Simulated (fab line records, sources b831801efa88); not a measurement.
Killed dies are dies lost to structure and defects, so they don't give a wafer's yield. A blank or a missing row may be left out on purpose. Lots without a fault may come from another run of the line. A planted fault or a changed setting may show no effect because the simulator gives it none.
A struck lot beside a sound one | flow sky130 | 15 steps out of a route of 708
Sound: wafers L141.1, L141.2, L141.6. Struck: wafer L160.1. (L160.3, L160.5 of the same lot were not struck and are left out.) The cause comes at the end.
At each step with rows: each side's tool, then ch and its chambers, then its first start. Under that, the readings that differ: sound wafers | struck wafers | difference of the means | sigmas: that difference in standard deviations of wafers without a fault.
alike: readings whose means differ by less than 2 such deviations, and words and numbers that are the same on both sides. not compared: withheld readings, readings that some wafer has no value for, bounds like >300 that may hide the same value, and numbers for which the record gives no deviation and whose values overlap.
The two part at a step that has a row with sigmas, a row that says differs or no value, or rows on one side only. Numbers that don't overlap but have no deviation are shown without sigmas and don't part them. A reading that every wafer of one side lacks parts them only if that side has two wafers or more.

first, 5 steps without rows for these wafers: SKY_VIA2_STRIP_16 (strips in O2/N2); SKY_VIA2_STRIP_17 (strips in post etch residue remover, time 1200 s); SKY_VIA2_CLEAN_18 (cleans in IPA, time 180 s); SKY_VIA2_CLEAN_19 (cleans in O3/DIW); SKY_VIA2_SPUTTER_20 (material TiN, target thk 20 nm, time 80 s).
SKY_VIA2_CVD_21: deposits W, target thk 420 nm, time 126.4 s.
  sound on cvd_w-02 ch 0,1, day 36 02:37; struck on cvd_w-01 ch 1, day 42 02:13
  alike: heater_power_w
SKY_VIA2_RS_MEAS_22: measures by four-point-probe.
  sound on film_metro-04, day 36 02:44; struck on film_metro-03, day 42 02:21
  alike: VIA2_W_RS
SKY_VIA2_THK_MEAS_23: measures by xrf.
  sound on film_metro-04, day 36 02:52; struck on film_metro-03, day 42 02:28
  alike: VIA2_W_THK
SKY_VIA2_CMP_24: polishes, stops on SiO2, t overpolish 20 s, target thk 0 nm.
  sound on cmp-02 ch 1,2, day 36 02:55; struck on cmp-01 ch 0, day 42 02:32
  reading             | sound          | struck | difference | sigmas
  motor_current_A (A) | 11.4 10.7 11.7 | 8.9    | -2.4       | -2
  alike: overpolish_run_s, slurry_flow_ml_min, time_to_endpoint_s
SKY_METAL3_SPUTTER_00: material Ti, target thk 15 nm, time 10 s.
  sound on pvd_sputter-04, day 36 03:13; struck on pvd_sputter-04, day 42 02:50
  alike: throttle_valve_pct
SKY_METAL3_SPUTTER_01: material TiN, target thk 20 nm, time 16.7 s.
  sound on pvd_sputter-04, day 36 03:15; struck on pvd_sputter-04, day 42 02:51
  alike: throttle_valve_pct
SKY_METAL3_SPUTTER_02: material AlCu, target thk 735 nm, time 39.1 s.
  sound on pvd_sputter-04, day 36 03:16; struck on pvd_sputter-04, day 42 02:53
  alike: throttle_valve_pct
SKY_METAL3_SPUTTER_03: material Ti, target thk 5 nm, time 3.3 s.
  sound on pvd_sputter-04, day 36 03:19; struck on pvd_sputter-04, day 42 02:55
  reading                                   | sound            | struck | difference | sigmas
  model.Ti_of_METAL3_SPUTTER_03.thk_nm (nm) | 5.034 4.928 5.04 | 5.202  | +0.201     |
  alike: throttle_valve_pct
then, 1 step without rows for these wafers: SKY_METAL3_SPUTTER_04 (material TiN, target thk 70 nm, time 58.3 s).
-- the record jumps here: 8 days lie between the struck wafers' starts before and after (it left off in module METAL3 and takes up again in module PAD_OPEN, whose first step shown is number 708 of the route) --
SKY_PAD_OPEN_PROBE_99:
  sound on prober-02, day 45 13:09; struck on prober-01, day 50 06:07
  reading                  | sound          | struck | difference | sigmas
  defect_limited_yield (%) | 83.1 81.5 82.9 | 86.2   | +3.7       | +2
  killed_at_M0_to_M3       | 43 51 46       | 31     | -16        | -2
  killed_dies              | 83 91 84       | 68     | -18        | -2
  sort_n_pass              | 409 401 408    | 424    | +18        | +2
  sort_yield_pct (%)       | 83.1 81.5 82.9 | 86.2   | +3.7       | +2
  alike: killed_at_M4_up, killed_at_contacts, killed_at_front_end, killed_at_other, killed_open, killed_short, sort_bin_3_pad_short, sort_bin_5_function, sort_bin_6_memory

WHERE THEY PART
First at SKY_VIA2_CMP_24; last, within this record, at SKY_PAD_OPEN_PROBE_99.

WHY: what the simulator had put in
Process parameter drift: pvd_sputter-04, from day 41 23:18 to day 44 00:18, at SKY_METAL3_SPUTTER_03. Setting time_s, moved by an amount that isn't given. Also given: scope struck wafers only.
